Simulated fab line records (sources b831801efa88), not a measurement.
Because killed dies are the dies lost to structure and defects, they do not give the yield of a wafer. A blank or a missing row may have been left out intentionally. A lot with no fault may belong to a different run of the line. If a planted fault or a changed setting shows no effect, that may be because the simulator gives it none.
What tool caused it? | flow gf180mcu | Sampling: 13 lots, 39 wafers, 6 of 602 route steps

WHAT EACH GAUGE READ, for each wafer
GF_MVSD_TW_MEAS_11.
lot  | measured     | on            | MVSD_TW
L911 | day 4 11:34  | film-metro-02 | 1574 1561 1569
L912 | day 4 15:43  | film-metro-01 | 1577 1574 1577
L913 | day 5 02:57  | film-metro-01 | 1583 1577 1587
L915 | day 5 19:13  | film-metro-02 | 1582 1575 1580
L918 | day 6 07:28  | film-metro-04 | 1583 1579 1579
L917 | day 6 08:01  | film-metro-04 | 1579 1581 1587
L919 | day 6 13:43  | film-metro-04 | 44 45 43
L927 | day 8 11:26  | film-metro-01 | 1574 1573 1570
L928 | day 8 15:58  | film-metro-02 | 1581 1577 1579
L930 | day 9 03:26  | film-metro-01 | 1571 1574 1573
L931 | day 9 08:01  | film-metro-04 | 1559 1571 1573
L932 | day 9 14:44  | film-metro-04 | 1570 1567 1557
L934 | day 10 01:41 | film-metro-01 | 1569 1567 1564

GF_POLY_GATE_THK_MEAS_17.
lot  | measured     | on            | POLY_GATE_OXIDATION_THK (nm)
L911 | day 9 10:55  | film-metro-03 | 3.95 4.00 4.08
L912 | day 9 15:41  | film-metro-01 | 4.02 4.09 4.11
L913 | day 10 03:16 | film-metro-01 | 3.91 3.99 4.05
L915 | day 10 23:41 | film-metro-03 | 3.97 3.96 3.99
L918 | day 11 15:41 | film-metro-03 | 3.98 4.02 3.95
L917 | day 11 17:52 | film-metro-04 | 3.98 3.97 4.05
L919 | day 12 02:17 | film-metro-01 | 3.89 3.90 3.94
L927 | day 14 07:23 | film-metro-01 | 3.94 4.04 3.91
L928 | day 14 13:14 | film-metro-04 | 4.00 3.98 3.94
L930 | day 15 09:23 | film-metro-01 | 3.91 3.89 3.85
L931 | day 15 12:07 | film-metro-01 | 4.02 4.02 4.06
L932 | day 15 17:43 | film-metro-04 | 3.96 3.96 3.90
L934 | day 16 10:01 | film-metro-03 | 3.85 3.94 3.93

WHICH TOOL RAN EACH LOT (tool, then ch and the chambers of the sampled wafers, then the start)
lot  | GF_LVPWELL_STRIP_10                 | GF_MVSD_STRIP_10                     | GF_VT_IMPLANT_STRIP_42               | GF_POLY_GATE_STRIP_14
L911 | plasma-asher-01 ch 0,1, day 3 21:01 | plasma-asher-01 ch 0,1, day 4 11:28  | plasma-asher-04 ch 0,1, day 7 15:01  | plasma-asher-01 ch 0,1, day 9 08:50
L912 | plasma-asher-02 ch 0,1, day 4 00:34 | plasma-asher-01 ch 0,1, day 4 15:37  | plasma-asher-01 ch 0,1, day 7 21:25  | plasma-asher-03 ch 0,1, day 9 14:17
L913 | plasma-asher-04 ch 0,1, day 4 11:33 | plasma-asher-03 ch 0,1, day 5 02:50  | plasma-asher-03 ch 1, day 8 09:53    | plasma-asher-01 ch 0,1, day 10 01:50
L915 | plasma-asher-04 ch 0,1, day 5 03:13 | plasma-asher-01 ch 0,1, day 5 19:07  | plasma-asher-01 ch 0,1, day 9 04:30  | plasma-asher-01 ch 0,1, day 10 22:17
L918 | plasma-asher-01 ch 0,1, day 5 16:09 | plasma-asher-02 ch 0,1, day 6 07:22  | plasma-asher-04 ch 0,1, day 9 17:53  | plasma-asher-03 ch 0,1, day 11 14:00
L917 | plasma-asher-02 ch 0, day 5 16:28   | plasma-asher-02 ch 0, day 6 07:55    | plasma-asher-01 ch 0,1, day 9 19:24  | plasma-asher-03 ch 0,1, day 11 15:56
L919 | plasma-asher-01 ch 1, day 5 22:16   | plasma-asher-03 ch 0,1, day 6 13:37  | plasma-asher-04 ch 0,1, day 10 02:27 | plasma-asher-01 ch 0,1, day 11 23:11
L927 | plasma-asher-04 ch 0, day 7 18:09   | plasma-asher-03 ch 0,1, day 8 11:20  | plasma-asher-01 ch 0,1, day 12 06:16 | plasma-asher-01 ch 0,1, day 14 05:44
L928 | plasma-asher-01 ch 0,1, day 7 22:33 | plasma-asher-02 ch 0,1, day 8 15:52  | plasma-asher-01 ch 0,1, day 12 11:48 | plasma-asher-01 ch 0,1, day 14 11:50
L930 | plasma-asher-01 ch 0,1, day 8 10:02 | plasma-asher-02 ch 0,1, day 9 03:21  | plasma-asher-04 ch 0,1, day 13 02:36 | plasma-asher-03 ch 0,1, day 15 08:00
L931 | plasma-asher-01 ch 0,1, day 8 14:34 | plasma-asher-03 ch 0,1, day 9 07:55  | plasma-asher-04 ch 0,1, day 13 05:31 | plasma-asher-03 ch 0,1, day 15 09:20
L932 | plasma-asher-04 ch 0,1, day 8 21:15 | plasma-asher-01 ch 0,1, day 9 14:39  | plasma-asher-04 ch 0,1, day 13 14:32 | plasma-asher-02 ch 0,1, day 15 15:55
L934 | plasma-asher-01 ch 0,1, day 9 07:35 | plasma-asher-03 ch 0,1, day 10 01:36 | plasma-asher-03 ch 0,1, day 14 02:07 | plasma-asher-01 ch 0,1, day 16 08:37
- GF_LVPWELL_STRIP_10: strips in O2/N2.
- GF_MVSD_STRIP_10: strips in O2/N2.
- GF_VT_IMPLANT_STRIP_42: strips in O2/N2.
- GF_POLY_GATE_STRIP_14: strips in O2/N2.

AS READ BY THE TOOLS THEMSELVES (means over the sampled wafers that have a number; for cases with no such wafer, the mark the record gives instead)
GF_LVPWELL_STRIP_10.
lot  | tool            | drypump-motor-current-A (A) | heater-power-w (W) | oes-product-au (a.u.) | strip-time-to-endpoint-s (s)
L911 | plasma-asher-01 | 5.0                         | 309                | 0.722                 | 36.28
L912 | plasma-asher-02 | 6.2                         | 320                | 0.719                 | 36.32
L913 | plasma-asher-04 | 5.6                         | 366                | 0.730                 | 36.28
L915 | plasma-asher-04 | 6.0                         | 381                | 0.719                 | 36.20
L918 | plasma-asher-01 | 5.2                         | 294                | 0.724                 | 36.15
L917 | plasma-asher-02 | 5.6                         | 342                | 0.722                 | 36.26
L919 | plasma-asher-01 | 5.4                         | 280                | 0.949                 | -
L927 | plasma-asher-04 | 5.2                         | 349                | 0.722                 | 36.31
L928 | plasma-asher-01 | 5.0                         | 303                | 0.722                 | 36.20
L930 | plasma-asher-01 | 5.0                         | 302                | 0.723                 | 36.20
L931 | plasma-asher-01 | 5.2                         | 296                | 0.720                 | 36.25
L932 | plasma-asher-04 | 5.6                         | 369                | 0.720                 | 36.12
L934 | plasma-asher-01 | 5.2                         | 292                | 0.716                 | 36.21

GF_MVSD_STRIP_10.
lot  | tool            | drypump-motor-current-A (A) | heater-power-w (W) | oes-product-au (a.u.) | strip-time-to-endpoint-s (s)
L911 | plasma-asher-01 | 5.2                         | 286                | 0.720                 | 37.01
L912 | plasma-asher-01 | 5.0                         | 303                | 0.723                 | 36.85
L913 | plasma-asher-03 | 5.4                         | 297                | 0.720                 | 37.11
L915 | plasma-asher-01 | 5.2                         | 294                | 0.721                 | 36.94
L918 | plasma-asher-02 | 5.9                         | 332                | 0.717                 | 37.10
L917 | plasma-asher-02 | 5.6                         | 334                | 0.721                 | 36.99
L919 | plasma-asher-03 | 5.4                         | 299                | 0.727                 | 53.50
L927 | plasma-asher-03 | 5.4                         | 305                | 0.721                 | 36.91
L928 | plasma-asher-02 | 6.2                         | 326                | 0.725                 | 36.83
L930 | plasma-asher-02 | 6.1                         | 330                | 0.721                 | 36.83
L931 | plasma-asher-03 | 5.5                         | 301                | 0.720                 | 36.84
L932 | plasma-asher-01 | 5.2                         | 293                | 0.722                 | 36.83
L934 | plasma-asher-03 | 5.5                         | 303                | 0.721                 | 36.92

GF_VT_IMPLANT_STRIP_42.
lot  | tool            | drypump-motor-current-A (A) | heater-power-w (W) | oes-product-au (a.u.) | strip-time-to-endpoint-s (s)
L911 | plasma-asher-04 | 5.6                         | 368                | 0.714                 | 12.58
L912 | plasma-asher-01 | 5.0                         | 302                | 0.719                 | 12.59
L913 | plasma-asher-03 | 5.7                         | 304                | 0.714                 | 12.59
L915 | plasma-asher-01 | 5.2                         | 293                | 0.715                 | 12.59
L918 | plasma-asher-04 | 5.6                         | 366                | 0.720                 | 12.61
L917 | plasma-asher-01 | 5.0                         | 301                | 0.718                 | 12.59
L919 | plasma-asher-04 | 6.0                         | 383                | 0.719                 | 12.65
L927 | plasma-asher-01 | 5.2                         | 292                | 0.715                 | 12.68
L928 | plasma-asher-01 | 5.0                         | 303                | 0.714                 | 12.67
L930 | plasma-asher-04 | 6.0                         | 379                | 0.714                 | 12.64
L931 | plasma-asher-04 | 5.6                         | 364                | 0.716                 | 12.65
L932 | plasma-asher-04 | 5.6                         | 366                | 0.718                 | 12.62
L934 | plasma-asher-03 | 5.5                         | 303                | 0.714                 | 12.68

GF_POLY_GATE_STRIP_14.
lot  | tool            | drypump-motor-current-A (A) | heater-power-w (W) | oes-product-au (a.u.)
L911 | plasma-asher-01 | 5.2                         | 286                | 0.505
L912 | plasma-asher-03 | 5.4                         | 302                | 0.506
L913 | plasma-asher-01 | 5.0                         | 301                | 0.503
L915 | plasma-asher-01 | 5.0                         | 303                | 0.507
L918 | plasma-asher-03 | 5.4                         | 303                | 0.505
L917 | plasma-asher-03 | 5.4                         | 299                | 0.507
L919 | plasma-asher-01 | 5.0                         | 303                | 0.507
L927 | plasma-asher-01 | 5.0                         | 304                | 0.508
L928 | plasma-asher-01 | 5.0                         | 304                | 0.501
L930 | plasma-asher-03 | 5.6                         | 303                | 0.500
L931 | plasma-asher-03 | 5.5                         | 304                | 0.503
L932 | plasma-asher-02 | 6.2                         | 324                | 0.508
L934 | plasma-asher-01 | 5.0                         | 304                | 0.502

THE ANSWER, worked out from the rows above alone
Rule: the usual values come from the lots themselves. Put in order of their means at a reading, lots are off if they are a third of the lots or fewer, leave a main group of 4 or more, and stand apart from it by a gap of 3 or more times the standard deviation of the main group's means; of several such gaps the widest counts. The tables above print the reading to a certain number of digits; a main group whose means all agree to those digits is not used. Also off: a lot with no number at a reading for which 4 or more lots have one. The other lots that the step has rows for count as sound. First the gauges in route order, then the tools' own readings, where a lot's mean is used as printed above. The first step at which some lot is off is used, and at that step the reading that is off furthest; a lot without a number counts as furthest.
Off: at GF_MVSD_TW_MEAS_11 (MVSD_TW), L919. The main group: mean 1574, standard deviation 6.1.
If a tool, at a process step before that reading, ran all the lots that are off and no sound lot after the first of them, it fits. Not tried: the gauges at GF_MVSD_TW_MEAS_11; whatever is off there is also off at GF_LVPWELL_STRIP_10, on other tools, and gauge error can't account for it. None of those tried fits.

WHAT THE SIMULATOR HAD INSERTED
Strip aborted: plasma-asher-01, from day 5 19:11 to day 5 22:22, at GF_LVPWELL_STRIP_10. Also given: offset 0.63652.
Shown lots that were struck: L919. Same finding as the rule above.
